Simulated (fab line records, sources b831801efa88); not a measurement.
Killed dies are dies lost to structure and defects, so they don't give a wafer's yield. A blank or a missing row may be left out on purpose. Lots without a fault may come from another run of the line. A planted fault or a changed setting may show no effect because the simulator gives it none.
A sampling plan put to the test | flow sky130 | one fab line, 12 faults that these records tell of, each judged on the records of the lots that it struck
The plan is the line's own looks: the steps of the route at which a gauge or an inspection reads the wafer and doesn't change it. A look can be judged if struck wafers have a number there and the file gives its usual mean and standard deviation on fault-free wafers. Caught: at a look after the fault's first step, the mean of the struck wafers lies 4 or more of those standard deviations (sigma) from the usual mean. On the tool: the same test on the tool's own readings at the fault's steps. Another recipe on the struck wafers, or a record that is blank for them alone, also counts as caught.

THE FAULTS, as the simulator had put them in
1. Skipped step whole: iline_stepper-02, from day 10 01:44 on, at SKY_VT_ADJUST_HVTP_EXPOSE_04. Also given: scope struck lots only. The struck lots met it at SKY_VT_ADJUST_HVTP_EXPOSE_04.
2. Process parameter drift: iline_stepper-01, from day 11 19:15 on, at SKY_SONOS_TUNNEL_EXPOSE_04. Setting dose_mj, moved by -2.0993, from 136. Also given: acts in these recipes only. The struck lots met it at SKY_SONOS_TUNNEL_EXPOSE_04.
3. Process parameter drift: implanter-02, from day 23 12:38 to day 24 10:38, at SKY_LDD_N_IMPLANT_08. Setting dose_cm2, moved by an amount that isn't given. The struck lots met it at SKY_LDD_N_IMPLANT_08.
4. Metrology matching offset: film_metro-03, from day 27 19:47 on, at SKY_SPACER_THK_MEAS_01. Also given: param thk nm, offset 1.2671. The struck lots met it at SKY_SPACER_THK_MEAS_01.
5. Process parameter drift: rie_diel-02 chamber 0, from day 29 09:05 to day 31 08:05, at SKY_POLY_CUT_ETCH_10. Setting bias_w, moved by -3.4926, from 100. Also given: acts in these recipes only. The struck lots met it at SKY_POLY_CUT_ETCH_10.
6. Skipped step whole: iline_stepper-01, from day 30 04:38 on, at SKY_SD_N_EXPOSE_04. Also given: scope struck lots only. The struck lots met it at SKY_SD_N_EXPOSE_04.
7. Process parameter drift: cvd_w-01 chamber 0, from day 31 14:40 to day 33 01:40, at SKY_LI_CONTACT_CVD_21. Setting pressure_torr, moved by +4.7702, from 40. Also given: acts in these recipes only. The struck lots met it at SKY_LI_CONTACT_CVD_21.
8. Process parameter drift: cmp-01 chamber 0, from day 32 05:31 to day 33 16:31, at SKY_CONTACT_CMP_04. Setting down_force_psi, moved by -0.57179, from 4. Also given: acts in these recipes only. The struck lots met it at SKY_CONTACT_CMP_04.
9. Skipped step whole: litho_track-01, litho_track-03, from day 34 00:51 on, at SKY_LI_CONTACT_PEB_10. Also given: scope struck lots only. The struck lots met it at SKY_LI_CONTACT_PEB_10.
10. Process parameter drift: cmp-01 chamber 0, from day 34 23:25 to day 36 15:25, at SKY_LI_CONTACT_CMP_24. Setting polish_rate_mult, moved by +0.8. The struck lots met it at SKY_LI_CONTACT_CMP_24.
11. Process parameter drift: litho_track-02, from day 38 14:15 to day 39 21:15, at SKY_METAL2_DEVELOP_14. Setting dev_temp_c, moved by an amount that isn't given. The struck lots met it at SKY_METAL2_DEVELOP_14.
12. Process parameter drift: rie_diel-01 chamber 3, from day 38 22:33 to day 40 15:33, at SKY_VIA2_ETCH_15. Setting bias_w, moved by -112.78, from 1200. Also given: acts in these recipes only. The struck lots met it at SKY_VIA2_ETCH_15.

WHAT THE PLAN SAW
fault | on the tool itself                         | first look that catches it                   | reading, sigma | median hours from its first step to that look | hours from the fault's start to the first struck lot there | judged looks passed uncaught
1     | no reading that can be judged              | not the one look that can be judged after it | -              | -                                             | -                                                          | 1
2     | exposure_dose_mJ_cm2 -14 sigma             | no look after it can be judged               | -              | -                                             | -                                                          | 0
3     | dose_ions_cm2 +99 or beyond sigma          | no look after it can be judged               | -              | -                                             | -                                                          | 0
4     | only faintly: SPACER_CVD_00_THK +3.3 sigma | not the one look that can be judged after it | -              | -                                             | -                                                          | 1
5     | bias_w -10 sigma                           | no look after it can be judged               | -              | -                                             | -                                                          | 0
6     | no reading that can be judged              | no look after it can be judged               | -              | -                                             | -                                                          | 0
7     | chamber_pressure_Torr +57 sigma            | no look after it can be judged               | -              | -                                             | -                                                          | 0
8     | head_pressure_psi -69 sigma                | no look after it can be judged               | -              | -                                             | -                                                          | 0
9     | no reading that can be judged              | no look after it can be judged               | -              | -                                             | -                                                          | 0
10    | time_to_endpoint_s -9.7 sigma              | not the one look that can be judged after it | -              | -                                             | -                                                          | 1
11    | developer_temp_C -8.1 sigma                | not the one look that can be judged after it | -              | -                                             | -                                                          | 1
12    | bias_w -36 sigma                           | not the one look that can be judged after it | -              | -                                             | -                                                          | 1
A dash: the fault isn't caught, or these records don't give the number.

Caught at a look: 0 of 12. Caught on the tool: 8 of 12. By one or the other: 8 of 12.
Caught on the tool alone: faults 2, 3, 5, 7, 8, 10, 11, 12.
Caught by neither: faults 1, 4, 6, 9.
